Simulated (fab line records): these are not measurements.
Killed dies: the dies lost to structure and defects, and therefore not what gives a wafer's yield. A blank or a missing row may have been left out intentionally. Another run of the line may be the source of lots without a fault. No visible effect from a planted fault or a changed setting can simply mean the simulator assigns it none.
Struck lot and sound lot, side by side ; flow sky130 ; 18 steps out of a route of 708
Sound: the wafers L630.3, L630.4, L630.5. Struck: wafers L640.1, L640.2, L640.4. Last of all comes the cause.
Per side, at each step with rows, come the tool, then ch with its chambers, and then its first start. Under that, the readings that differ: sound wafers ; struck wafers ; difference of the means ; sigmas: that difference in standard deviations of wafers without a fault.
alike: a reading whose means differ by less than 2 such deviations, as well as words and numbers matching on both sides. not compared: withheld readings; readings where some wafer has no value; bounds like >300 that might hide an equal value; numbers whose values overlap and for which the record gives no deviation.
A row with sigmas, a row that says differs or no value, or rows on one side alone: a step with any of these is where the two part. Numbers that have no deviation but don't overlap get no sigmas and don't part them. Lack of a reading on every wafer of one side parts them only where that side has two or more wafers.

first, 3 steps without rows for these wafers: SKY_LI_CONTACT_EXPOSE_09 (exposes mask LICM1, target cd 170 nm); SKY_LI_CONTACT_PEB_10; SKY_LI_CONTACT_DEVELOP_11 (develop time 60 s).
SKY_LI_CONTACT_CD_MEAS_12: target cd 170 nm.
  sound on cd-sem-01 at day 31 21:11; struck on cd-sem-01 at day 34 23:40
  alike: cd-nm
SKY_LI_CONTACT_OVL_MEAS_13:
  sound on overlay-02 at day 31 21:17; struck on overlay-02 at day 34 23:47
  alike: LI_CONTACT_OVL
then, 1 step without rows for these wafers: SKY_LI_CONTACT_ETCH_14 (etches BARC in N2/H2, stops on SiO2, time 45.9 s, target depth 60 nm).
SKY_LI_CONTACT_ETCH_15: etches PSG in C4F8/O2/Ar, stops on Si, target depth 600 nm.
  sound on rie-diel-01 ch 0,2, day 31 21:20; struck on rie-diel-02 ch 1,2,3, day 34 23:52
  alike: oes-product-au
SKY_LI_CONTACT_STRIP_16: strips in O2/N2.
  sound on plasma-asher-02 ch 0,1, day 31 21:28; struck on plasma-asher-04 ch 0,1, day 34 23:58
  alike: drypump-motor-current-A, oes-product-au, strip-time-to-endpoint-s
  not compared: rf-hours-counter-h
then, 2 steps without rows for these wafers: SKY_LI_CONTACT_CLEAN_17 (cleans in NMP, time 600 s); SKY_LI_CONTACT_PRE_CLEAN_18 (time 5.6 s).
SKY_LI_CONTACT_SPUTTER_19: material Ti, target thk 20 nm, time 106.37 s.
  sound on pvd-sputter-02 at day 31 21:44; struck on pvd-sputter-03 at day 35 00:15
  alike: throttle-valve-pct
SKY_LI_CONTACT_SPUTTER_20: material TiN, target thk 20 nm, time 80 s.
  sound on pvd-sputter-02 at day 31 21:49; struck on pvd-sputter-03 at day 35 00:20
  alike: throttle-valve-pct
SKY_LI_CONTACT_CVD_21: deposits W, target thk 400 nm, time 120.56 s.
  sound on cvd-w-01 ch 0,1, day 31 21:55; struck on cvd-w-01 ch 0,1, day 35 00:23
reading;sound;struck;difference;sigmas
model.W_of_LI_CONTACT_CVD_21.thk-nm (nm);388.6 400.4 390.2;186.8 195.1 185.4;-204.0;
  alike: chamber-pressure-Torr, heater-power-w
  not compared: since-wet-clean-h
SKY_LI_CONTACT_RS_MEAS_22: uses a four-point probe to measure.
  sound on film-metro-02 at day 31 22:02; struck on film-metro-03 at day 35 00:31
reading;sound;struck;difference;sigmas
LI_CONTACT_W_RS (ohm/sq);0.293 0.285 0.292;0.612 0.586 0.616;+0.315;+51
SKY_LI_CONTACT_THK_MEAS_23: measures by xrf.
  sound on film-metro-02 at day 31 22:08; struck on film-metro-03 at day 35 00:38
reading;sound;struck;difference;sigmas
LI_CONTACT_W_THK (nm);383 394 384;183 190 180;-203;-21
SKY_LI_CONTACT_CMP_24: polishes, stops on PSG, t overpolish 20 s, target thk 0 nm.
  sound on cmp-02 ch 0,2,3, day 31 22:11; struck on cmp-01 ch 1,2,3, day 35 00:41
reading;sound;struck;difference;sigmas
slurry-flow-ml-min;149.6 149.1 149.2;150.3 150.2 150.3;+1.0;+2
time-to-endpoint-s (s);90 91 93;45 44 45;-47;-10
  alike: motor-current-A, retaining-ring-pressure-frac
SKY_LOCAL_INTERCONNECT_SPUTTER_00: material TiN, target thk 100 nm, time 83.3 s.
  sound on pvd-sputter-04 at day 31 22:29; struck on pvd-sputter-04 at day 35 00:59
  alike: throttle-valve-pct
-- here the record skips 15 days between the struck wafers' starts before and after, leaving off in module LOCAL_INTERCONNECT and picking up in module PAD_OPEN (first step shown: number 708 of the route) --
SKY_PAD_OPEN_PROBE_99:
  sound on prober-01 at day 48 01:26; struck on prober-02 at day 50 07:10
reading;sound;struck;difference;sigmas
model.etest.res-xhigh-po.width-nm (nm);348.5 347.5 349.8;345.4 347 344.1;-3.1;
  alike: killed_at_M0_to_M3, killed_at_M4_up, killed-at-contacts, killed-at-front-end, killed-at-other, killed-dies, killed-open, killed-short
  not compared: model.etest.res-poly.line-ohm-um, model.etest.res-poly.width-nm, model.etest.res-high-po.width-nm, model.etest.ring_1v8.delay-ps, model.etest.pfet_01v8_hvt.off-log10-a-um

## WHERE THEY PART
Last at SKY_LI_CONTACT_CMP_24 as far as this record goes, first at SKY_LI_CONTACT_RS_MEAS_22. Later steps at which nothing parts them and some readings are alike: SKY_LOCAL_INTERCONNECT_SPUTTER_00, SKY_PAD_OPEN_PROBE_99.

WHY: what had been put in by the simulator
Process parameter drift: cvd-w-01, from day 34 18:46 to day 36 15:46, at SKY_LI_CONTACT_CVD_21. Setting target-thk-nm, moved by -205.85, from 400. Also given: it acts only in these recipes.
